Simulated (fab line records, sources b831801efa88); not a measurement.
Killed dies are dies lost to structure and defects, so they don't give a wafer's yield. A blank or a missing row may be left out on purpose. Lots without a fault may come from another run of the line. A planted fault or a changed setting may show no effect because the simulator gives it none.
Chamber matching | flow gf180mcu | GF_V4_ETCH_16 on rie_diel-03: 4 sister chambers
The step etches BARC in N2/H2. 14 wafers are shown with their chamber, then 7 later ones without.

WAFERS WITH THEIR CHAMBER
wafer  | chamber | throttle_valve_pct (%) | oes_product_au (a.u.)
L081.1 | 1       | 13.228                 | 0.861
L081.2 | 3       | 13.237                 | 0.858
L081.4 | 3       | 13.234                 | 0.855
L082.2 | 1       | 13.226                 | 0.860
L082.3 | 3       | 13.221                 | 0.860
L082.4 | 3       | 13.228                 | 0.853
L085.2 | 2       | 13.229                 | 0.845
L085.5 | 2       | 13.223                 | 0.859
L085.6 | 3       | 13.224                 | 0.849
L089.2 | 0       | 13.222                 | 0.851
L089.4 | 2       | 13.228                 | 0.848
L089.6 | 2       | 13.217                 | 0.856
L091.2 | 0       | 13.204                 | 0.861
L091.4 | 1       | 13.224                 | 0.854

SIGNATURES (means of the wafers above)
reading            | chamber 0 | chamber 1 | chamber 2 | chamber 3 | scatter within a chamber
throttle_valve_pct | 13.21300  | 13.22600  | 13.22425  | 13.22880  | 0.00663
oes_product_au     | 0.85600   | 0.85833   | 0.85200   | 0.85500   | 0.00532
Rule: a wafer's distance from a chamber is the root of the sum, over the readings, of the square of ((its reading less the chamber's mean) divided by the reading's scatter). The wafer belongs to the nearest chamber; if the next one is less than 2 further off, it can't be placed. The scatter: the root of (the sum of the squares of (reading less its chamber's mean) over the shown wafers, divided by (wafers less chambers)).

WAFERS WITHOUT THEIR CHAMBER
wafer  | throttle_valve_pct (%) | oes_product_au (a.u.)
L091.5 | 13.236                 | 0.851
L094.3 | 13.214                 | 0.858
L094.4 | 13.222                 | 0.856
L094.5 | 13.239                 | 0.859
L095.1 | 13.226                 | 0.857
L095.4 | 13.221                 | 0.855
L095.5 | 13.221                 | 0.853

WHICH CHAMBER EACH WENT THROUGH
wafer  | from the rows above               | in truth
L091.5 | can't be placed: 3 or 2 or 1      | 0
L094.3 | can't be placed: 0 or 1 or 2 or 3 | 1
L094.4 | can't be placed: 1 or 2 or 3 or 0 | 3
L094.5 | can't be placed: 3 or 1 or 2      | 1
L095.1 | can't be placed: 1 or 3 or 2 or 0 | 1
L095.4 | can't be placed: 2 or 1 or 3 or 0 | 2
L095.5 | can't be placed: 2 or 3 or 1 or 0 | 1
Placed correctly: 0 of 7. Can't be placed from these rows: 7 (the true chamber is among the candidates in 6). Placed wrongly: 0.
